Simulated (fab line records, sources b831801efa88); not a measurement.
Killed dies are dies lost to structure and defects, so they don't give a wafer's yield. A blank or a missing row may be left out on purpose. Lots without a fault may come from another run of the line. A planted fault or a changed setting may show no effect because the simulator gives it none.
fab line records | flow sky130 | part 1 of 2: steps 1 to 31 of 40
record lots=5 wafers=15 last_day=50
route steps=708 shown LDD_HVP@283 LDD_LDN@289 SPACER@304 POLY_CUT@307 SD_P@320
lots that met no fault: from a run of the same line without faults
start_h: hours from the record's first day to the start of the lot's first wafer shown | wait_h: hours since the lot's step before | " the same as in the row above | L1.1+2: a row that stands for several wafers | - no value, or no start given | * or withheld: withheld | < > ~ a bound
route shown NAME@n: a module of which the file shows steps, and the number in the route of the first | usual: mean/standard deviation of fault-free wafers | same: alike in all rows | chamber/n: place in a boat | sites: the reading at each site | _std_site: their standard deviation | _edge_site: outer sites' mean less inner sites' | radius_mm: how far each site lies from the wafer's centre | mask NAME#n: copy n | behind: the tool/chamber that last shaped the wafer | hold: why the lot was held/for how many hours/how that ended | device: the transistor (n, p or np) that didn't switch | end of line: the same wafers' tests at the end of the route | a step without rows: its recipe alone | killed: dies lost to structure and defects at the first sort, not the wafer's yield | map: a wafer's dies, x killed, . not, _ none there
set.NAME: the setting as run; set.NAME@STEP: as run at that earlier step | model.NAME: the simulator's own value behind a step, which no gauge read
lots at some steps of the route; a table a step, a row a wafer
services: from which hour (start_h, from the record's first day; less than 0 if before it) a tool's chamber was out of use, for how many hours, and why
## steps
# step SKY_LDD_HVP_PEB_05
# recipe temp_c=withheld time_s=* resist=NOVOLAK
# columns lot.wafer tool chamber start_h wait_h
L079.1+3+6 litho_track-03 0 - -
L091.2+5+6 litho_track-01 0 - -
L093.1+2+6 litho_track-01 0 - -
L094.3+4+5 litho_track-01 0 - -
L095.3+5+6 litho_track-04 0 - -
# step SKY_LDD_HVP_DEVELOP_06
# recipe resist=NOVOLAK developer=TMAH develop_time_s=60 dev_temp_c=23
# columns lot.wafer tool chamber start_h wait_h
L079.1+3+6 litho_track-03 0 545.86 0.1
L091.2+5+6 litho_track-01 0 636.95 0.1
L093.1+2+6 litho_track-01 0 655.87 0.1
L094.3+4+5 litho_track-01 0 664.52 0.1
L095.3+5+6 litho_track-04 0 670.90 0.1
# step SKY_LDD_HVP_OVL_MEAS_07
# usual LDD_HVP_OVL=-1.5/1.6
# columns lot.wafer tool chamber start_h wait_h LDD_HVP_OVL[nm]
L079.1 overlay-01 - 546.01 0.1 3.7
L079.3 " - " " 1.3
L079.6 " - " " 2.4
L091.2 overlay-01 - 637.08 0.1 -3.0
L091.5 " - " " -0.7
L091.6 " - " " -2.5
L093.1 overlay-01 - 656.02 0.1 -3.1
L093.2 " - " " -2.7
L093.6 " - " " -2.8
L094.3 overlay-02 - 664.64 0.1 -0.3
L094.4 " - " " 0.8
L094.5 " - " " -2.0
L095.3 overlay-02 - 671.01 0.1 -2.6
L095.5 " - " " -2.7
L095.6 " - " " -3.4
# step SKY_LDD_HVP_IMPLANT_08
# recipe species=B energy_kev=20 dose_cm2=1.732e+13 tilt_deg=17.9
# usual tilt_deg=17.900/0.024
# columns lot.wafer tool chamber start_h wait_h tilt_deg
L079.1 implanter-01 0 546.05 0.0 17.879
L079.3 " 0 " " 17.875
L079.6 " 0 " " 17.859
L091.2 implanter-01 0 637.13 0.0 17.910
L091.5 " 0 " " 17.902
L091.6 " 0 " " 17.897
L093.1 implanter-01 0 656.06 0.0 17.900
L093.2 " 0 " " 17.840
L093.6 " 0 " " 17.844
L094.3 implanter-03 0 664.71 0.1 17.925
L094.4 " 0 " " 17.944
L094.5 " 0 " " 17.919
L095.3 implanter-03 0 671.08 0.1 17.904
L095.5 " 0 " " 17.905
L095.6 " 0 " " 17.894
# step SKY_LDD_HVP_STRIP_09
# recipe chemistry=O2/N2 power_w=1400 pressure_mtorr=1500 platen_temp_c=withheld o2_flow_sccm=3000 n2_flow_sccm=300 overash_fraction=0.5
# usual drypump_motor_current_A=6.13/0.22 oes_product_au=0.409/0.0047 strip_time_to_endpoint_s=4.132/0.016
# columns lot.wafer tool chamber start_h wait_h drypump_motor_current_A oes_product_au rf_hours_counter_h strip_time_to_endpoint_s
L079.1 plasma_asher-04 1 546.20 0.1 6.28 0.405 86 4.146
L079.3 " 1 " " 6.28 0.406 - 4.138
L079.6 " 0 " " 5.95 0.404 - 4.135
L091.2 plasma_asher-03 1 637.26 0.1 5.80 0.415 48 4.153
L091.5 " 1 " " 5.82 0.408 - 4.148
L091.6 " 0 " " 6.45 0.411 - 4.127
L093.1 plasma_asher-04 1 656.21 0.1 6.30 0.403 99 4.151
L093.2 " 0 " " 5.97 0.406 99 4.142
L093.6 " 0 " " 6.02 0.409 - 4.128
L094.3 plasma_asher-04 0 664.84 0.1 6.00 0.405 - 4.140
L094.4 " 1 " " 6.29 0.408 - 4.127
L094.5 " 1 " " 6.28 0.410 - 4.123
L095.3 plasma_asher-03 1 671.21 0.1 5.82 0.406 - 4.125
L095.5 " 1 " " 5.79 0.402 - 4.111
L095.6 " 0 " " 6.47 0.408 - 4.129
# step SKY_LDD_HVP_TW_MEAS_10
# usual LDD_HVP_TW=460/9.6
# columns lot.wafer tool chamber start_h wait_h LDD_HVP_TW
L079.1 film_metro-02 - 546.30 0.1 476
L079.3 " - " " 473
L079.6 " - " " 473
L091.2 film_metro-01 - 637.37 0.1 454
L091.5 " - " " 453
L091.6 " - " " 454
L093.1 film_metro-02 - 656.31 0.1 470
L093.2 " - " " 474
L093.6 " - " " 470
L094.3 film_metro-02 - 664.93 0.1 470
L094.4 " - " " 470
L094.5 " - " " 472
L095.3 film_metro-04 - 671.30 0.1 452
L095.5 " - " " 453
L095.6 " - " " 456
# step SKY_LDD_LDN_DEHYDRATE_00
# recipe temp_c=200 time_s=60
# usual plate_temp_C=200.01/0.13
# columns lot.wafer tool chamber start_h wait_h plate_temp_C
L079.1 litho_track-01 0 561.17 14.9 199.85
L079.3 " 0 " " 200.19
L079.6 " 0 " " 200.00
L091.2 litho_track-01 0 650.90 13.5 199.95
L091.5 " 0 " " 199.87
L091.6 " 0 " " 199.90
L093.1 litho_track-01 0 668.87 12.6 199.99
L093.2 " 0 " " 199.84
L093.6 " 0 " " 199.98
L094.3 litho_track-01 0 678.02 13.1 200.07
L094.4 " 0 " " 200.07
L094.5 " 0 " " 199.93
L095.3 litho_track-01 0 684.72 13.4 199.92
L095.5 " 0 " " 200.06
L095.6 " 0 " " 199.94
# step SKY_LDD_LDN_HMDS_01
# recipe prime_time_s=60 prime_temp_c=120
# same prime_time_s=60
# columns lot.wafer tool chamber start_h wait_h
L079.1+3+6 litho_track-01 0 561.32 0.1
L091.2+5+6 litho_track-01 0 651.05 0.1
L093.1+2+6 litho_track-01 0 669.02 0.1
L094.3+4+5 litho_track-01 0 678.17 0.1
L095.3+5+6 litho_track-01 0 684.87 0.1
# step SKY_LDD_LDN_COAT_02
# recipe resist=NOVOLAK spin_rpm=3000 resist_thk_nm=1140
# usual dispense_pressure_kPa=53.5/2
# columns lot.wafer tool chamber start_h wait_h dispense_pressure_kPa
L079.1 litho_track-01 0 561.47 0.1 55.2
L079.3 " 0 " " 55.3
L079.6 " 0 " " 55.3
L091.2 litho_track-01 0 651.20 0.1 55.3
L091.5 " 0 " " 55.2
L091.6 " 0 " " 55.2
L093.1 litho_track-01 0 669.17 0.1 55.3
L093.2 " 0 " " 55.3
L093.6 " 0 " " 55.3
L094.3 litho_track-01 0 678.32 0.1 55.3
L094.4 " 0 " " 55.2
L094.5 " 0 " " 55.2
L095.3 litho_track-01 0 685.02 0.1 55.3
L095.5 " 0 " " 55.3
L095.6 " 0 " " 55.3
# step SKY_LDD_LDN_SOFTBAKE_03
# recipe temp_c=90 time_s=60 resist=NOVOLAK
# usual plate_temp_C=90.00/0.12
# columns lot.wafer tool chamber start_h wait_h plate_temp_C
L079.1 litho_track-01 0 561.62 0.1 89.81
L079.3 " 0 " " 90.03
L079.6 " 0 " " 89.89
L091.2 litho_track-01 0 651.35 0.1 89.88
L091.5 " 0 " " 89.82
L091.6 " 0 " " 89.87
L093.1 litho_track-01 0 669.32 0.1 90.03
L093.2 " 0 " " 90.22
L093.6 " 0 " " 90.07
L094.3 litho_track-01 0 678.47 0.1 89.86
L094.4 " 0 " " 89.98
L094.5 " 0 " " 90.12
L095.3 litho_track-01 0 685.17 0.1 90.09
L095.5 " 0 " " 90.14
L095.6 " 0 " " 90.02
# step SKY_LDD_LDN_EXPOSE_04
# recipe mask_id=LDNTM na=0.6 source_shape=conventional sigma_outer=0.6 polarization=unpolarized target_cd_nm=700 dose_mj=140
# columns lot.wafer tool chamber start_h wait_h mask
L079.1+3+6 iline_stepper-01 0 - - LDNTM#0
L091.2+5+6 iline_stepper-01 0 - - LDNTM#0
L093.1+2+6 iline_stepper-01 0 - - LDNTM#0
L094.3+4+5 iline_stepper-02 0 - - LDNTM#0
L095.3+5+6 iline_stepper-01 0 - - LDNTM#0
# step SKY_LDD_LDN_PEB_05
# recipe temp_c=withheld time_s=* resist=NOVOLAK
# columns lot.wafer tool chamber start_h wait_h
L079.1+3+6 litho_track-01 0 - -
L091.2+5+6 litho_track-02 0 - -
L093.1+2+6 litho_track-02 0 - -
L094.3+4+5 litho_track-03 0 - -
L095.3+5+6 litho_track-03 0 - -
# step SKY_LDD_LDN_DEVELOP_06
# recipe resist=NOVOLAK developer=TMAH develop_time_s=60 dev_temp_c=23
# columns lot.wafer tool chamber start_h wait_h
L079.1+3+6 litho_track-01 0 575.77 0.1
L091.2+5+6 litho_track-02 0 665.24 0.1
L093.1+2+6 litho_track-02 0 683.87 0.1
L094.3+4+5 litho_track-03 0 692.56 0.1
L095.3+5+6 litho_track-03 0 698.41 0.1
# step SKY_LDD_LDN_OVL_MEAS_07
# usual LDD_LDN_OVL=-1.5/1.4
# columns lot.wafer tool chamber start_h wait_h LDD_LDN_OVL[nm]
L079.1 overlay-01 - 575.92 0.1 -1.8
L079.3 " - " " -3.9
L079.6 " - " " -1.1
L091.2 overlay-01 - 665.37 0.1 -0.9
L091.5 " - " " -1.5
L091.6 " - " " -2.8
L093.1 overlay-02 - 684.02 0.1 -1.7
L093.2 " - " " -3.9
L093.6 " - " " -1.4
L094.3 overlay-01 - 692.67 0.1 -1.1
L094.4 " - " " -2.1
L094.5 " - " " -0.9
L095.3 overlay-01 - 698.52 0.1 -3.0
L095.5 " - " " -2.2
L095.6 " - " " -2.8
# step SKY_LDD_LDN_IMPLANT_08
# recipe species=As energy_kev=15 dose_cm2=1.25e+13 tilt_deg=withheld rotation_deg=23
# columns lot.wafer tool chamber start_h wait_h
L079.1+3+6 implanter-02 0 575.96 0.0
L091.2+5+6 implanter-01 0 665.43 0.0
L093.1+2+6 implanter-01 0 684.05 0.0
L094.3+4+5 implanter-04 0 692.75 0.1
L095.3+5+6 implanter-01 0 698.60 0.1
# step SKY_LDD_LDN_IMPLANT_09
# recipe species=As energy_kev=15 dose_cm2=1.25e+13 tilt_deg=withheld rotation_deg=113
# columns lot.wafer tool chamber start_h wait_h
L079.1+3+6 implanter-02 0 576.11 0.1
L091.2+5+6 implanter-01 0 665.58 0.1
L093.1+2+6 implanter-01 0 684.20 0.1
L094.3+4+5 implanter-04 0 692.90 0.1
L095.3+5+6 implanter-01 0 698.75 0.1
# step SKY_LDD_LDN_IMPLANT_10
# recipe species=As energy_kev=15 dose_cm2=1.25e+13 tilt_deg=withheld rotation_deg=203
# columns lot.wafer tool chamber start_h wait_h
L079.1+3+6 implanter-02 0 576.26 0.1
L091.2+5+6 implanter-01 0 665.73 0.1
L093.1+2+6 implanter-01 0 684.35 0.1
L094.3+4+5 implanter-04 0 693.05 0.1
L095.3+5+6 implanter-01 0 698.90 0.1
# step SKY_LDD_LDN_IMPLANT_11
# recipe species=As energy_kev=15 dose_cm2=1.25e+13 tilt_deg=withheld rotation_deg=293
# columns lot.wafer tool chamber start_h wait_h
L079.1+3+6 implanter-02 0 576.41 0.1
L091.2+5+6 implanter-01 0 665.88 0.1
L093.1+2+6 implanter-01 0 684.50 0.1
L094.3+4+5 implanter-04 0 693.20 0.1
L095.3+5+6 implanter-01 0 699.05 0.1
# step SKY_LDD_LDN_STRIP_12
# recipe chemistry=O2/N2 power_w=1400 pressure_mtorr=1500 platen_temp_c=withheld o2_flow_sccm=3000 n2_flow_sccm=300 overash_fraction=0.5
# usual drypump_motor_current_A=6.02/0.28 oes_product_au=0.715/0.0047 strip_time_to_endpoint_s=14.15/0.046
# columns lot.wafer tool chamber start_h wait_h drypump_motor_current_A oes_product_au rf_hours_counter_h strip_time_to_endpoint_s
L079.1 plasma_asher-02 0 576.56 0.1 5.90 0.710 16 14.15
L079.3 " 1 " " 5.55 0.719 - 14.13
L079.6 " 1 " " 5.58 0.713 - 14.17
L091.2 plasma_asher-04 0 666.00 0.1 5.99 0.718 100 14.17
L091.5 " 1 " " 6.29 0.709 - 14.17
L091.6 " 0 " " 6.02 0.705 - 14.18
L093.1 plasma_asher-02 1 684.65 0.1 5.49 0.711 25 14.10
L093.2 " 0 " " 5.94 0.716 25 14.06
L093.6 " 1 " " 5.50 0.716 - 14.07
L094.3 plasma_asher-04 1 693.33 0.1 6.29 0.705 - 14.09
L094.4 " 0 " " 6.05 0.718 - 14.07
L094.5 " 1 " " 6.27 0.709 - 14.09
L095.3 plasma_asher-04 0 699.18 0.1 6.00 0.714 - 14.17
L095.5 " 1 " " 6.31 0.717 - 14.10
L095.6 " 0 " " 5.99 0.727 - 14.13
# step SKY_LDD_LDN_TW_MEAS_13
# usual LDD_LDN_TW=1464/8.3
# columns lot.wafer tool chamber start_h wait_h LDD_LDN_TW
L079.1 film_metro-03 - 576.66 0.1 1463
L079.3 " - " " 1471
L079.6 " - " " 1466
L091.2 film_metro-04 - 666.11 0.1 1469
L091.5 " - " " 1481
L091.6 " - " " 1468
L093.1 film_metro-04 - 684.75 0.1 1472
L093.2 " - " " 1469
L093.6 " - " " 1463
L094.3 film_metro-03 - 693.42 0.1 1458
L094.4 " - " " 1461
L094.5 " - " " 1461
L095.3 film_metro-01 - 699.27 0.1 1464
L095.5 " - " " 1463
L095.6 " - " " 1466
# step SKY_LDD_LDN_CLEAN_14
# recipe chemistry=SC1/SC2 mix=1:4:20 temp_c=70 time_s=150 dry=n2_spin
# columns lot.wafer tool chamber start_h wait_h
L079.1+3+6 wet_bench-02 0 576.72 0.1
L091.2+5+6 wet_bench-04 0 666.16 0.0
L093.1+2+6 wet_bench-02 0 684.81 0.1
L094.3+4+5 wet_bench-04 1 693.46 0.0
L095.3+5+6 wet_bench-01 1 699.31 0.0
# step SKY_SPACER_CVD_00
# recipe material=Si3N4 precursor=DCS/NH3 target_thk_nm=43.1 temp_c=770 time_s=740 pressure_mtorr=250
# usual spike_tc_bottom_C=790.0/1.4 zone_power_upper_pct=14.5/0.97
# columns lot.wafer tool chamber start_h wait_h spike_tc_bottom_C zone_power_upper_pct
L079.1 lpcvd-02 1 578.03 1.3 789.1 13.8
L079.3 " 1 " " 790.5 13.9
L079.6 " 1 " " 790.7 14.0
L091.2 lpcvd-02 0 666.61 0.4 790.3 15.7
L091.5 " 0 " " 791.7 15.6
L091.6 " 0 " " 790.7 15.8
L093.1 lpcvd-02 0 686.18 1.3 789.1 15.8
L093.2 " 0 " " 790.5 15.8
L093.6 " 0 " " 791.2 15.4
L094.3 lpcvd-02 1 694.31 0.8 787.9 13.9
L094.4 " 1 " " 790.4 13.7
L094.5 " 1 " " 789.0 13.6
L095.3 lpcvd-02 0 700.11 0.8 790.0 15.5
L095.5 " 0 " " 789.5 15.6
L095.6 " 0 " " 791.4 15.8
# step SKY_SPACER_THK_MEAS_01
# recipe reads=Si3N4_of_SPACER_CVD_00
# usual SPACER_CVD_00_THK=43.2/0.37
# columns lot.wafer tool chamber start_h wait_h SPACER_CVD_00_THK[nm]
L079.1 film_metro-02 - 579.24 0.0 42.8
L079.3 " - " " 43.0
L079.6 " - " " 43.0
L091.2 film_metro-03 - 667.83 0.0 42.9
L091.5 " - " " 42.8
L091.6 " - " " 43.0
L093.1 film_metro-04 - 687.39 0.0 42.8
L093.2 " - " " 42.7
L093.6 " - " " 42.6
L094.3 film_metro-04 - 695.53 0.0 43.0
L094.4 " - " " 43.2
L094.5 " - " " 43.0
L095.3 film_metro-04 - 701.34 0.0 42.7
L095.5 " - " " 42.9
L095.6 " - " " 42.8
# step SKY_SPACER_ETCHBACK_02
# recipe chemistry=CH3F/O2 target=Si3N4 stop_on=SiO2 source_w=400 bias_w=80 pressure_mtorr=25 ch3f_flow_sccm=40 O2_flow_sccm=30 time_s=46.7 target_depth_a=450
# usual drypump_motor_current_A=5.8/0.33 oes_product_au=0.855/0.0058 throttle_valve_pct=10.562/0.0088
# columns lot.wafer tool chamber start_h wait_h drypump_motor_current_A oes_product_au rf_hours_counter_h throttle_valve_pct
L079.1 rie_diel-01 1 579.30 0.1 6.0 0.855 39 10.575
L079.3 " 0 " " 5.5 0.859 6 10.571
L079.6 " 0 " " 5.5 0.864 - 10.564
L091.2 rie_diel-01 2 667.88 0.0 6.0 0.852 8 10.554
L091.5 " 2 " " 6.0 0.854 - 10.575
L091.6 " 1 " " 6.0 0.853 - 10.571
L093.1 rie_diel-02 2 687.45 0.1 5.8 0.849 2 10.562
L093.2 " 3 " " 5.0 0.852 43 10.563
L093.6 " 3 " " 5.0 0.848 - 10.560
L094.3 rie_diel-03 1 695.57 0.0 6.0 0.857 9 10.556
L094.4 " 2 " " 5.9 0.858 14 10.554
L094.5 " 3 " " 6.0 0.854 - 10.572
L095.3 rie_diel-03 2 701.38 0.0 5.9 0.851 14 10.565
L095.5 " 3 " " 6.0 0.853 - 10.564
L095.6 " 0 " " 5.5 0.844 - 10.559
# step SKY_POLY_CUT_DEHYDRATE_00
# recipe temp_c=200 time_s=60
# usual plate_temp_C=200.02/0.18
# columns lot.wafer tool chamber start_h wait_h plate_temp_C
L079.1 litho_track-04 0 593.85 14.5 199.76
L079.3 " 0 " " 199.78
L079.6 " 0 " " 199.96
L091.2 litho_track-02 0 681.69 13.8 200.04
L091.5 " 0 " " 200.26
L091.6 " 0 " " 200.12
L093.1 litho_track-01 0 699.42 12.0 199.85
L093.2 " 0 " " 199.90
L093.6 " 0 " " 199.94
L094.3 litho_track-02 0 708.47 12.9 200.35
L094.4 " 0 " " 200.43
L094.5 " 0 " " 200.45
L095.3 litho_track-02 0 714.97 13.6 199.49
L095.5 " 0 " " 199.92
L095.6 " 0 " " 199.80
# step SKY_POLY_CUT_HMDS_01
# recipe prime_time_s=60 prime_temp_c=120
# same prime_time_s=60
# columns lot.wafer tool chamber start_h wait_h
L079.1+3+6 litho_track-04 0 594.00 0.1
L091.2+5+6 litho_track-02 0 681.84 0.1
L093.1+2+6 litho_track-01 0 699.57 0.1
L094.3+4+5 litho_track-02 0 708.62 0.1
L095.3+5+6 litho_track-02 0 715.12 0.1
# step SKY_POLY_CUT_COAT_02
# recipe resist=BARC temp_c=withheld time_s=withheld spin_rpm=3000 resist_thk_nm=60
# usual dispense_pressure_kPa=53.0/2.4
# columns lot.wafer tool chamber start_h wait_h dispense_pressure_kPa
L079.1 litho_track-04 0 594.15 0.1 54.5
L079.3 " 0 " " 54.5
L079.6 " 0 " " 54.5
L091.2 litho_track-02 0 681.99 0.1 49.7
L091.5 " 0 " " 49.6
L091.6 " 0 " " 49.7
L093.1 litho_track-01 0 699.72 0.1 55.2
L093.2 " 0 " " 55.2
L093.6 " 0 " " 55.3
L094.3 litho_track-02 0 708.77 0.1 49.7
L094.4 " 0 " " 49.7
L094.5 " 0 " " 49.7
L095.3 litho_track-02 0 715.27 0.1 49.7
L095.5 " 0 " " 49.7
L095.6 " 0 " " 49.7
# step SKY_POLY_CUT_COAT_03
# recipe resist=KrF-thick spin_rpm=3000 resist_thk_nm=450
# usual dispense_pressure_kPa=53.0/2.4
# columns lot.wafer tool chamber start_h wait_h dispense_pressure_kPa
L079.1 litho_track-04 0 - - 54.5
L079.3 " 0 " " 54.5
L079.6 " 0 " " 54.5
L091.2 litho_track-02 0 - - 49.6
L091.5 " 0 " " 49.6
L091.6 " 0 " " 49.7
L093.1 litho_track-01 0 - - 55.2
L093.2 " 0 " " 55.2
L093.6 " 0 " " 55.2
L094.3 litho_track-02 0 - - 49.6
L094.4 " 0 " " 49.7
L094.5 " 0 " " 49.6
L095.3 litho_track-02 0 - - 49.7
L095.5 " 0 " " 49.7
L095.6 " 0 " " 49.6
# step SKY_POLY_CUT_SOFTBAKE_04
# recipe temp_c=100 time_s=90 resist=KrF-thick
# usual plate_temp_C=100.00/0.12
# columns lot.wafer tool chamber start_h wait_h plate_temp_C
L079.1 litho_track-04 0 - - 99.98
L079.3 " 0 " " 99.99
L079.6 " 0 " " 100.07
L091.2 litho_track-02 0 - - 100.03
L091.5 " 0 " " 100.03
L091.6 " 0 " " 99.94
L093.1 litho_track-01 0 - - 99.87
L093.2 " 0 " " 100.11
L093.6 " 0 " " 100.15
L094.3 litho_track-02 0 - - 100.10
L094.4 " 0 " " 100.17
L094.5 " 0 " " 100.21
L095.3 litho_track-02 0 - - 99.96
L095.5 " 0 " " 99.87
L095.6 " 0 " " 99.81
# step SKY_POLY_CUT_EXPOSE_05
# recipe mask_id=NPCM na=0.8 source_shape=annular sigma_inner=0.55 sigma_outer=0.85 target_cd_nm=270 dose_mj=32
# same sigma_inner=0.55
# columns lot.wafer tool chamber start_h wait_h mask
L079.1+3+6 krf_scanner-01 0 - - NPCM#0
L091.2+5+6 krf_scanner-01 0 - - NPCM#0
L093.1+2+6 krf_scanner-01 0 - - NPCM#0
L094.3+4+5 krf_scanner-01 0 - - NPCM#0
L095.3+5+6 krf_scanner-01 0 - - NPCM#0
# step SKY_POLY_CUT_PEB_06
# recipe peb_temp_c=withheld peb_time_s=withheld resist=KrF-thick
# columns lot.wafer tool chamber start_h wait_h
L079.1+3+6 litho_track-04 0 - -
L091.2+5+6 litho_track-01 0 - -
L093.1+2+6 litho_track-02 0 - -
L094.3+4+5 litho_track-01 0 - -
L095.3+5+6 litho_track-04 0 - -
